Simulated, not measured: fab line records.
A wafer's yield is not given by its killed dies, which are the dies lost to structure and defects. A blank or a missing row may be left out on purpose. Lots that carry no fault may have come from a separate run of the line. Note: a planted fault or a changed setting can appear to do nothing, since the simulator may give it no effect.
What tool caused it? :: flow gf180mcu :: 39 wafers from 13 lots sampled at 5 of the route's 602 steps

## WHAT EACH GAUGE READ, for each wafer
GF_VT_IMPLANT_RS_MEAS_47: the measuring method here is four-point-probe.
lot: L512
measured: day 8 01:18
on: film-metro-01
NWELL_RS (ohm/sq): 489.3 489.3 488.6

lot: L514
measured: day 8 15:43
on: film-metro-04
NWELL_RS (ohm/sq): 486.8 486.7 487.3

lot: L515
measured: day 8 19:39
on: film-metro-01
NWELL_RS (ohm/sq): 482.5 481.7 483.6

lot: L516
measured: day 8 23:35
on: film-metro-02
NWELL_RS (ohm/sq): 485.9 485.2 486.8

lot: L517
measured: day 9 05:41
on: film-metro-02
NWELL_RS (ohm/sq): 482.5 482.0 483.1

lot: L518
measured: day 9 11:33
on: film-metro-04
NWELL_RS (ohm/sq): 481.0 481.9 482.3

lot: L520
measured: day 10 10:02
on: film-metro-04
NWELL_RS (ohm/sq): 487.4 488.1 487.4

lot: L528
measured: day 12 06:03
on: film-metro-01
NWELL_RS (ohm/sq): 488.0 489.4 489.3

lot: L529
measured: day 12 13:56
on: film-metro-04
NWELL_RS (ohm/sq): 485.5 485.8 486.5

lot: L530
measured: day 12 23:28
on: film-metro-01
NWELL_RS (ohm/sq): 490.4 489.8 490.2

lot: L532
measured: day 13 12:27
on: film-metro-04
NWELL_RS (ohm/sq): 486.1 486.6 485.8

lot: L533
measured: day 13 19:40
on: film-metro-01
NWELL_RS (ohm/sq): 488.4 490.3 488.2

lot: L534
measured: day 14 01:08
on: film-metro-01
NWELL_RS (ohm/sq): 488.3 486.6 486.9

GF_HV_LDD_TW_MEAS_38.
lot: L512
measured: day 12 03:20
on: film-metro-02
HV_LDD_3_TW: 1444 1442 1447

lot: L514
measured: day 12 20:23
on: film-metro-01
HV_LDD_3_TW: 1400 1397 1395

lot: L515
measured: day 13 00:30
on: film-metro-04
HV_LDD_3_TW: 1465 1462 1471

lot: L516
measured: day 13 02:42
on: film-metro-02
HV_LDD_3_TW: 1441 1444 1432

lot: L517
measured: day 13 13:05
on: film-metro-01
HV_LDD_3_TW: 1408 1401 1402

lot: L518
measured: day 13 19:25
on: film-metro-02
HV_LDD_3_TW: 1442 1448 1440

lot: L520
measured: day 15 00:08
on: film-metro-02
HV_LDD_3_TW: 1442 1436 1443

lot: L528
measured: day 17 02:05
on: film-metro-01
HV_LDD_3_TW: 1398 1398 1403

lot: L529
measured: day 17 09:38
on: film-metro-01
HV_LDD_3_TW: 1405 1395 1402

lot: L530
measured: day 17 23:38
on: film-metro-02
HV_LDD_3_TW: 1449 1445 1450

lot: L532
measured: day 18 12:23
on: film-metro-01
HV_LDD_3_TW: 1404 1395 1390

lot: L533
measured: day 18 20:26
on: film-metro-01
HV_LDD_3_TW: 1394 1397 1396

lot: L534
measured: day 19 02:38
on: film-metro-01
HV_LDD_3_TW: 1375 1379 1379

## WHAT TOOL EACH LOT RAN ON (gives the tool, then ch and the chambers of the sampled wafers, and finally the start)
lot: L512
GF_DNWELL_STRIP_08: plasma-asher-04 ch 0,1, day 3 03:06
GF_NWELL_IMPLANT_08: implanter-02 ch 0, day 3 16:21
GF_HV_LDD_STRIP_10: plasma-asher-03 ch 0,1, day 10 12:38

lot: L514
GF_DNWELL_STRIP_08: plasma-asher-04 ch 1, day 3 16:03
GF_NWELL_IMPLANT_08: implanter-02 ch 0, day 4 05:59
GF_HV_LDD_STRIP_10: plasma-asher-03 ch 0, day 11 04:05

lot: L515
GF_DNWELL_STRIP_08: plasma-asher-03 ch 0,1, day 3 18:26
GF_NWELL_IMPLANT_08: implanter-02 ch 0, day 4 08:15
GF_HV_LDD_STRIP_10: plasma-asher-03 ch 0,1, day 11 08:57

lot: L516
GF_DNWELL_STRIP_08: plasma-asher-03 ch 0,1, day 3 22:53
GF_NWELL_IMPLANT_08: implanter-01 ch 0, day 4 11:48
GF_HV_LDD_STRIP_10: plasma-asher-01 ch 0,1, day 11 11:55

lot: L517
GF_DNWELL_STRIP_08: plasma-asher-01 ch 0,1, day 4 04:20
GF_NWELL_IMPLANT_08: implanter-02 ch 0, day 4 17:04
GF_HV_LDD_STRIP_10: plasma-asher-04 ch 0,1, day 11 20:42

lot: L518
GF_DNWELL_STRIP_08: plasma-asher-01 ch 0,1, day 4 07:46
GF_NWELL_IMPLANT_08: implanter-02 ch 0, day 4 21:11
GF_HV_LDD_STRIP_10: plasma-asher-03 ch 0,1, day 12 03:05

lot: L520
GF_DNWELL_STRIP_08: plasma-asher-03 ch 0,1, day 5 02:12
GF_NWELL_IMPLANT_08: implanter-01 ch 0, day 5 15:54
GF_HV_LDD_STRIP_10: plasma-asher-04 ch 0,1, day 13 05:56

lot: L528
GF_DNWELL_STRIP_08: plasma-asher-03 ch 0,1, day 6 12:35
GF_NWELL_IMPLANT_08: implanter-01 ch 0, day 7 04:12
GF_HV_LDD_STRIP_10: plasma-asher-03 ch 0,1, day 15 04:38

lot: L529
GF_DNWELL_STRIP_08: plasma-asher-01 ch 0,1, day 6 17:20
GF_NWELL_IMPLANT_08: implanter-02 ch 0, day 7 08:37
GF_HV_LDD_STRIP_10: plasma-asher-04 ch 0,1, day 15 11:33

lot: L530
GF_DNWELL_STRIP_08: plasma-asher-03 ch 0,1, day 6 23:00
GF_NWELL_IMPLANT_08: implanter-04 ch 0, day 7 15:17
GF_HV_LDD_STRIP_10: plasma-asher-01 ch 0,1, day 16 00:30

lot: L532
GF_DNWELL_STRIP_08: plasma-asher-04 ch 0,1, day 7 10:14
GF_NWELL_IMPLANT_08: implanter-01 ch 0, day 8 01:45
GF_HV_LDD_STRIP_10: plasma-asher-04 ch 0,1, day 16 12:23

lot: L533
GF_DNWELL_STRIP_08: plasma-asher-04 ch 0,1, day 7 15:39
GF_NWELL_IMPLANT_08: implanter-02 ch 0, day 8 07:56
GF_HV_LDD_STRIP_10: plasma-asher-04 ch 0,1, day 16 20:29

lot: L534
GF_DNWELL_STRIP_08: plasma-asher-03 ch 0,1, day 7 20:39
GF_NWELL_IMPLANT_08: implanter-02 ch 0, day 8 13:16
GF_HV_LDD_STRIP_10: plasma-asher-04 ch 0,1, day 17 02:24
- GF_DNWELL_STRIP_08: strips in O2/N2.
- GF_NWELL_IMPLANT_08
- GF_HV_LDD_STRIP_10: strips in O2/N2.

## WHAT THE TOOLS THEMSELVES READ (means of the sampled wafers that have a number; where no wafer has one, the mark that the record gives instead)
GF_DNWELL_STRIP_08.
lot: L512
tool: plasma-asher-04
drypump-motor-current-A (A): 5.8
heater-power-w (W): 334
oes-product-au (a.u.): 0.725
strip-time-to-endpoint-s (s): 36.89

lot: L514
tool: plasma-asher-04
drypump-motor-current-A (A): 6.4
heater-power-w (W): 343
oes-product-au (a.u.): 0.726
strip-time-to-endpoint-s (s): 36.94

lot: L515
tool: plasma-asher-03
drypump-motor-current-A (A): 6.0
heater-power-w (W): 329
oes-product-au (a.u.): 0.722
strip-time-to-endpoint-s (s): 37.19

lot: L516
tool: plasma-asher-03
drypump-motor-current-A (A): 5.7
heater-power-w (W): 329
oes-product-au (a.u.): 0.721
strip-time-to-endpoint-s (s): 36.92

lot: L517
tool: plasma-asher-01
drypump-motor-current-A (A): 5.8
heater-power-w (W): 348
oes-product-au (a.u.): 0.724
strip-time-to-endpoint-s (s): 36.97

lot: L518
tool: plasma-asher-01
drypump-motor-current-A (A): 5.8
heater-power-w (W): 355
oes-product-au (a.u.): 0.723
strip-time-to-endpoint-s (s): 36.82

lot: L520
tool: plasma-asher-03
drypump-motor-current-A (A): 6.0
heater-power-w (W): 328
oes-product-au (a.u.): 0.718
strip-time-to-endpoint-s (s): 36.98

lot: L528
tool: plasma-asher-03
drypump-motor-current-A (A): 5.7
heater-power-w (W): 323
oes-product-au (a.u.): 0.722
strip-time-to-endpoint-s (s): 37.00

lot: L529
tool: plasma-asher-01
drypump-motor-current-A (A): 5.8
heater-power-w (W): 350
oes-product-au (a.u.): 0.725
strip-time-to-endpoint-s (s): 36.84

lot: L530
tool: plasma-asher-03
drypump-motor-current-A (A): 5.7
heater-power-w (W): 320
oes-product-au (a.u.): 0.723
strip-time-to-endpoint-s (s): 36.97

lot: L532
tool: plasma-asher-04
drypump-motor-current-A (A): 5.8
heater-power-w (W): 343
oes-product-au (a.u.): 0.721
strip-time-to-endpoint-s (s): 36.80

lot: L533
tool: plasma-asher-04
drypump-motor-current-A (A): 6.1
heater-power-w (W): 339
oes-product-au (a.u.): 0.726
strip-time-to-endpoint-s (s): 37.06

lot: L534
tool: plasma-asher-03
drypump-motor-current-A (A): 6.0
heater-power-w (W): 311
oes-product-au (a.u.): 0.721
strip-time-to-endpoint-s (s): 37.03

GF_NWELL_IMPLANT_08.
lot: L512
tool: implanter-02
beam-energy-keV: 450.21

lot: L514
tool: implanter-02
beam-energy-keV: 449.95

lot: L515
tool: implanter-02
beam-energy-keV: 476.21

lot: L516
tool: implanter-01
beam-energy-keV: 449.92

lot: L517
tool: implanter-02
beam-energy-keV: 476.17

lot: L518
tool: implanter-02
beam-energy-keV: 476.02

lot: L520
tool: implanter-01
beam-energy-keV: 450.01

lot: L528
tool: implanter-01
beam-energy-keV: 450.09

lot: L529
tool: implanter-02
beam-energy-keV: 449.95

lot: L530
tool: implanter-04
beam-energy-keV: 449.94

lot: L532
tool: implanter-01
beam-energy-keV: 449.98

lot: L533
tool: implanter-02
beam-energy-keV: 449.98

lot: L534
tool: implanter-02
beam-energy-keV: 449.97

GF_HV_LDD_STRIP_10.
lot: L512
tool: plasma-asher-03
drypump-motor-current-A (A): 5.7
heater-power-w (W): 325
oes-product-au (a.u.): 0.714
strip-time-to-endpoint-s (s): 12.61

lot: L514
tool: plasma-asher-03
drypump-motor-current-A (A): 6.2
heater-power-w (W): 313
oes-product-au (a.u.): 0.714
strip-time-to-endpoint-s (s): 12.62

lot: L515
tool: plasma-asher-03
drypump-motor-current-A (A): 6.0
heater-power-w (W): 317
oes-product-au (a.u.): 0.717
strip-time-to-endpoint-s (s): 12.65

lot: L516
tool: plasma-asher-01
drypump-motor-current-A (A): 5.8
heater-power-w (W): 354
oes-product-au (a.u.): 0.712
strip-time-to-endpoint-s (s): 12.57

lot: L517
tool: plasma-asher-04
drypump-motor-current-A (A): 6.1
heater-power-w (W): 341
oes-product-au (a.u.): 0.715
strip-time-to-endpoint-s (s): 12.61

lot: L518
tool: plasma-asher-03
drypump-motor-current-A (A): 6.0
heater-power-w (W): 313
oes-product-au (a.u.): 0.719
strip-time-to-endpoint-s (s): 12.62

lot: L520
tool: plasma-asher-04
drypump-motor-current-A (A): 5.8
heater-power-w (W): 337
oes-product-au (a.u.): 0.717
strip-time-to-endpoint-s (s): 12.61

lot: L528
tool: plasma-asher-03
drypump-motor-current-A (A): 5.7
heater-power-w (W): 320
oes-product-au (a.u.): 0.717
strip-time-to-endpoint-s (s): 12.62

lot: L529
tool: plasma-asher-04
drypump-motor-current-A (A): 5.8
heater-power-w (W): 332
oes-product-au (a.u.): 0.720
strip-time-to-endpoint-s (s): 12.66

lot: L530
tool: plasma-asher-01
drypump-motor-current-A (A): 5.8
heater-power-w (W): 349
oes-product-au (a.u.): 0.718
strip-time-to-endpoint-s (s): 12.70

lot: L532
tool: plasma-asher-04
drypump-motor-current-A (A): 5.8
heater-power-w (W): 338
oes-product-au (a.u.): 0.716
strip-time-to-endpoint-s (s): 12.61

lot: L533
tool: plasma-asher-04
drypump-motor-current-A (A): 5.8
heater-power-w (W): 336
oes-product-au (a.u.): 0.712
strip-time-to-endpoint-s (s): 12.57

lot: L534
tool: plasma-asher-04
drypump-motor-current-A (A): 5.8
heater-power-w (W): 333
oes-product-au (a.u.): 0.718
strip-time-to-endpoint-s (s): 12.67

## THE ANSWER, worked out from the rows above alone
Rule: usual is defined by the lots themselves. The widest of any qualifying gaps counts: lots, ordered by their means at a reading, are off when they make up no more than a third of the lots, leave a main group of 4 or more, and stand apart from it by 3 or more times the standard deviation of that group's means. A main group is skipped when, at the precision printed for the reading in the tables above, its means are all equal. A lot without any number at a reading at which 4 lots or more have one is off too. Any other lot the step has rows for is counted as sound. The gauges are gone through in route order, then the tools' own readings, and for those a lot's mean is taken as printed above. The first step at which some lot is off is used, and at that step the reading that is off furthest; a lot without a number counts as furthest.
Off: L515, L517, L518 (GF_NWELL_IMPLANT_08, beam-energy-keV). For the main group the mean is 450.00 and the standard deviation 0.083.
If a tool, at that step or one of the process steps before it, ran each lot that is off and ran no sound lot following the first of them, it fits. Of those tried, none fits.

## WHAT HAD BEEN PUT IN BY THE SIMULATOR
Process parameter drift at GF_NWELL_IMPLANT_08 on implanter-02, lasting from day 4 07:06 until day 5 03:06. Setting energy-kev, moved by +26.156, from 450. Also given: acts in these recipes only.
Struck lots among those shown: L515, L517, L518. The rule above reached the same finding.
